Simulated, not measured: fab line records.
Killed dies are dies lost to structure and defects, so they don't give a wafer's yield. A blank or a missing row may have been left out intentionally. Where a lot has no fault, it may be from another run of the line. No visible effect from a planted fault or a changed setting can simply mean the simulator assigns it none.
2 desks looking at one fault -- flow gf180mcu -- each desk holds nothing but its own numbers, with what lay behind them at the end

== FOR THE TOOL OWNER'S DESK: cvdW-02 ==
The tool's own readings at GF_V1_CVD_23 (deposits W, target thk 350 nm, time 105.05 s): means of the sampled wafers that have a number, for each lot that ran on this tool. If a lot's mean is further than 4 standard deviations from the usual mean, the lot is out of limits and carries the mark OUT (the distance appears in the brackets).
Columns: A = chamberPressureTorr at GF_V1_CVD_23, usual 40.01 Torr; B = heaterPowerW at GF_V1_CVD_23, usual 914 W; C = susceptorTempC at GF_V1_CVD_23, usual 399.98 C
lot,first seen here,A,B,C
L146,day 23 06:59,38.58 (-16) OUT,862,399.92
L147,day 24 07:23,38.63 (-15) OUT,867,399.68
This desk finds L146, L147 out of limits, L146 being first, at day 23 06:59 (chamberPressureTorr at GF_V1_CVD_23). In limits: none.

== FROM THE METROLOGY DESK ==
What the gauges read, lot by lot, whatever tool the lot ran on: means of the sampled wafers that have a number. If a lot's mean is further than 4 standard deviations from the usual mean, the lot is out of limits and carries the mark OUT (the distance appears in the brackets).
Columns: A = cdNm at GF_V1_CD_MEAS_14, usual 260.5 nm; B = V1_OVL at GF_V1_OVL_MEAS_15, usual 3 nm; C = V1_W_RS at GF_V1_RS_MEAS_24, usual 0.327 ohm/sq
lot,first seen here,A,B,C
L134,day 18 02:36,260.5,-1,0.331
L146,day 23 06:05,259.1,4,0.328
L145,day 23 07:22,258.5,-2,0.327
L147,day 24 06:28,260.7,-0,0.333
L153,day 25 00:52,260.9,7,0.329
L156,day 26 02:34,263.3,0,0.326
This desk found nothing out of limits on any of the 6 lots.

== PUT TOGETHER ==
The tool owner's desk could have raised an alarm at day 23 06:59, on L146, L147.
From the metrology desk's view, nothing was out of limits.
The metrology desk has L146, L147 on record, within its limits.
The lots listed all ran GF_V1_CVD_23 on cvdW-02.

== WHAT THE SIMULATOR PUT IN ==
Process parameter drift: cvdW-02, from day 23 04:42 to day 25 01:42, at GF_V1_CVD_23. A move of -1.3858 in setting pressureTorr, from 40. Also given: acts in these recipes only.
Struck lots among those shown: L146, L147.
Delay in hours, fault start to first out-of-limits reading, by desk: the tool owner's desk at 2.
